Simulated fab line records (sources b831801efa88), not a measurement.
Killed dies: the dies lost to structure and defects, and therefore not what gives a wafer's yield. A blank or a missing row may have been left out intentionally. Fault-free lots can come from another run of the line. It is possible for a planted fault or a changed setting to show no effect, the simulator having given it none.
8D (eight disciplines) problem report, filled in by code ; flow sky130 ; the parts of the form that need people (team, actions taken, sign-off) are left out

## 1. THE PROBLEM
SKY_PAD_OPEN_PROBE_99, killed_at_M4_up: mean 73.0 over 1 wafer from 1 lot; wafers with no fault: 2.8, standard deviation 1.7. Measured from the usual mean, that is +41 standard deviations.
First seen on wafer L539.1, day 48 19:55, on prober-01. Wafers with a number at this step in the record: 12, from 4 lots. The rule behind "out" and "out of limits": a value lying over 4 standard deviations away from the usual mean. Any other wafer with a number is counted as sound.

## 2. WHAT IT IS, WHAT IT ISN'T
question;is;is not
which readings at this step;killed_at_M4_up, defect_limited_yield, killed_dies, sort_bin_3_pad_short, sort_bin_5_function, sort_n_pass, sort_yield_pct;killed_at_contacts, killed_at_front_end, killed_at_other, killed_short, sort_bin_6_memory, sort_bin_8_speed
which lots;L539;L534, L537, L549
which wafers of those lots;L539.1;L539.3, L539.6
read on which tools;prober-01;prober-02
when;from day 48 19:55;"up to then (6 sound wafers); but 5 sound wafers of L539, L549 came after"

## 3. SUSPECTS, AND WHAT RULES EACH OUT
Counting: a tool at a process step up to the reading stays a suspect if it ran every lot that is out. Sound lots after the first of them don't rule it out here, since some wafers of a struck lot are sound.
- pvd_sputter-02 at SKY_METAL4_SPUTTER_02 (material AlCu, target thk 735 nm, time 39.1 s): kept. It ran the lot that is out, L539 (day 43 11:01).
- rie_diel-02 at SKY_VIA4_ETCH_12 (etches SiO2 in C4F8/O2/Ar, stops on TiN, target depth 580 nm): kept. It ran the lot that is out, L539 (day 46 05:34).
- plasma_asher-04 at SKY_PASSIVATION_STRIP_12 (strips in O2/N2): kept. It processed L539, the lot that is out, at day 47 23:05, and its most recent sound lot before then was L537 at day 47 13:56.
- prober-01 at SKY_PAD_OPEN_PROBE_99: kept. It processed L539, the lot that is out, at day 48 19:55, and its most recent sound lot before then was L537 at day 48 11:32. Its own defect_limited_yield, killed_at_M4_up, killed_dies, sort_bin_3_pad_short, sort_bin_5_function, sort_n_pass, sort_yield_pct readings are out on those wafers.
- In rie_diel-02 at SKY_VIA4_ETCH_12, the wafers that are out were processed in chamber 3 and their sound lot-mates in chambers 0, 1.
- At SKY_PASSIVATION_STRIP_12 on plasma_asher-04, chamber 0 took the sound wafers of the same lots and chamber 1 took the wafers that are out.
Left after counting: pvd_sputter-02 at SKY_METAL4_SPUTTER_02, rie_diel-02 at SKY_VIA4_ETCH_12, plasma_asher-04 at SKY_PASSIVATION_STRIP_12, prober-01 at SKY_PAD_OPEN_PROBE_99.

## 4. THE CAUSE (what the simulator had put in)
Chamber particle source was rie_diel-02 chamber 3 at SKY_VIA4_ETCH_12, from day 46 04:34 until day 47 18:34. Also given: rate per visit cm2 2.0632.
4 suspects survive the count, and this tool is in that group.

## 5. THE EFFECT CHAIN, in route order
Rows list readings where the struck wafers' mean (over those with a number) sits beyond 3 standard deviations from the usual. Only readings for which the record gives a usual standard deviation are gone through. hours: the time from each lot's start at the first step in this table that gives one to its start at this step, as a median over the lots. sigmas: the change in usual standard deviations.
hours;step;reading;usual;on struck wafers;change;sigmas
0;SKY_PAD_OPEN_PROBE_99;defect_limited_yield;82.6 %;73.4;-9.2;-5.1
0;SKY_PAD_OPEN_PROBE_99;killed_at_M4_up;2.8;73.0;+70.2;+41
0;SKY_PAD_OPEN_PROBE_99;killed_dies;86;131;+45;+5.2
0;SKY_PAD_OPEN_PROBE_99;sort_bin_3_pad_short;0.8 %;3.9;+3.1;+7.9
0;SKY_PAD_OPEN_PROBE_99;sort_bin_5_function;10.4 %;17.7;+7.3;+5.2
0;SKY_PAD_OPEN_PROBE_99;sort_n_pass;406;361;-45;-5.2
0;SKY_PAD_OPEN_PROBE_99;sort_yield_pct;82.6 %;73.4;-9.2;-5.1
The process steps in it:
- SKY_PAD_OPEN_PROBE_99

## 6. WHAT WOULD HAVE CAUGHT IT SOONER
63 hours passed between the start of the fault at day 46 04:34 and the first reading out of limits in this record, taken at day 48 19:55.
Tool readings at SKY_VIA4_ETCH_12 with a usual standard deviation given in the record: none out on any struck wafer, hence no alarm at a limit of 4 standard deviations on them.
Each of the lots that are out, 1 in all, had begun SKY_VIA4_ETCH_12 on rie_diel-02 no later than day 48 19:55. Holding the tool at that point would not have protected any of them.
